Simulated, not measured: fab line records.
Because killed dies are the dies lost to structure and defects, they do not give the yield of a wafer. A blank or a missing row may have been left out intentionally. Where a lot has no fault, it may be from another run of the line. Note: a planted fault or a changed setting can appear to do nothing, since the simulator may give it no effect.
8D (eight disciplines) problem report, filled in by code -- flow sky130 -- the parts of the form that need people (team, actions taken, sign-off) are left out

## 1. PROBLEM STATEMENT
Across 6 wafers from 2 lots, VT_ADJUST_PCH_TW at SKY_VT_ADJUST_PCH_TW_MEAS_10 averages 150.1, while fault-free wafers read 142.3 with a standard deviation of 0.87. That puts it +9.0 standard deviations away from the usual mean.
First seen on wafer L984.3, day 15 13:02, on film-metro-01. At this step, 39 wafers from 13 lots have a number in the record. Rule for "out" (also "out of limits"): further than 4 standard deviations from the usual mean. All remaining wafers that have a number are taken as sound.

## 2. WHAT IT IS, WHAT IT ISN'T
question,is,is not
which readings at this step,VT_ADJUST_PCH_TW,-
which lots,"L984, L986","L971, L973, L976, L977, L978, L979, L981, L990, L991, L992, L993"
which wafers of those lots,all that have a number,-
read on which gauges,"film-metro-01, film-metro-04",film-metro-02
when,from day 15 13:02,"up to then (21 sound wafers); but 12 sound wafers of L990, L991, L992, L993 came after"

## 3. THE SUSPECTS, EACH WITH WHAT RULES IT OUT
Counting: a tool at any process step up to the reading remains a suspect when it ran all the lots that are out and ran no sound lot after the first of those.
- ruled out: the gauge at SKY_VT_ADJUST_PCH_TW_MEAS_10. The wafers that are out were read on 2 gauges (film-metro-01, film-metro-04).
- implanter-03 at SKY_VT_ADJUST_PCH_IMPLANT_08: kept. Every lot that is out went through it, starting with L984 (day 15 12:49), and after that it ran no sound lot; the last sound lot it ran before then is L979 (day 13 12:41). Its own readings are out on those wafers: beam-on-s, end-station-pressure-torr, faraday-current-uA.
Left after counting: implanter-03 at SKY_VT_ADJUST_PCH_IMPLANT_08.

## 4. THE CAUSE (what the simulator had put in)
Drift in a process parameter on implanter-03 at SKY_VT_ADJUST_PCH_IMPLANT_08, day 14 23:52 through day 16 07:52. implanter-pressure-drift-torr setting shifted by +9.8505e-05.
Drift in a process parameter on implanter-03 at SKY_VT_ADJUST_PCH_IMPLANT_08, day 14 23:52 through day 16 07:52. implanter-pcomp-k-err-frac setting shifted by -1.
Counting left only this tool.

## 5. THE EFFECT CHAIN, in route order
Each row: a reading where the mean over the struck wafers with a number is more than 3 standard deviations away from the usual. Only readings for which the record gives a usual standard deviation are gone through. hours: the time from each lot's start at the first step in this table that gives one to its start at this step, as a median over the lots. sigmas: the change in usual standard deviations.
hours,step,reading,usual,on struck wafers,change,sigmas
0,SKY_VT_ADJUST_PCH_IMPLANT_08,beam-on-s,10.01 s,12.04,+2.03,+9.7
0,SKY_VT_ADJUST_PCH_IMPLANT_08,end-station-pressure-torr,5e-06 Torr,1e-04,+1e-04,+99 or more
0,SKY_VT_ADJUST_PCH_IMPLANT_08,faraday-current-uA,2.82,2.37,-0.45,-7.8
0,SKY_VT_ADJUST_PCH_TW_MEAS_10,VT_ADJUST_PCH_TW,142.3,150.1,+7.8,+9.0
Process steps it contains:
- SKY_VT_ADJUST_PCH_IMPLANT_08
Later measuring or inspecting steps at which every struck wafer that the step has a row for has a number for every such reading, and none has moved that far: SKY_GATE_OXIDE_OVL_MEAS_10, SKY_POLY_CUT_OVL_MEAS_09, SKY_SD_N_RS_MEAS_18.

## 6. HOW IT WOULD HAVE BEEN CAUGHT EARLIER
The first out-of-limits reading at a measuring or inspecting step in this record came at day 15 13:02, 13 hours after the fault's start at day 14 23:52.
The tool's own readings at SKY_VT_ADJUST_PCH_IMPLANT_08 were out on every struck wafer that the step has a row for (beam-on-s, end-station-pressure-torr, faraday-current-uA): an alarm limit on them would have fired on the first of those.
Of the lots that are out (2), L986 began SKY_VT_ADJUST_PCH_IMPLANT_08 on implanter-03 after day 15 13:02. A hold on the tool at that time would have spared it.
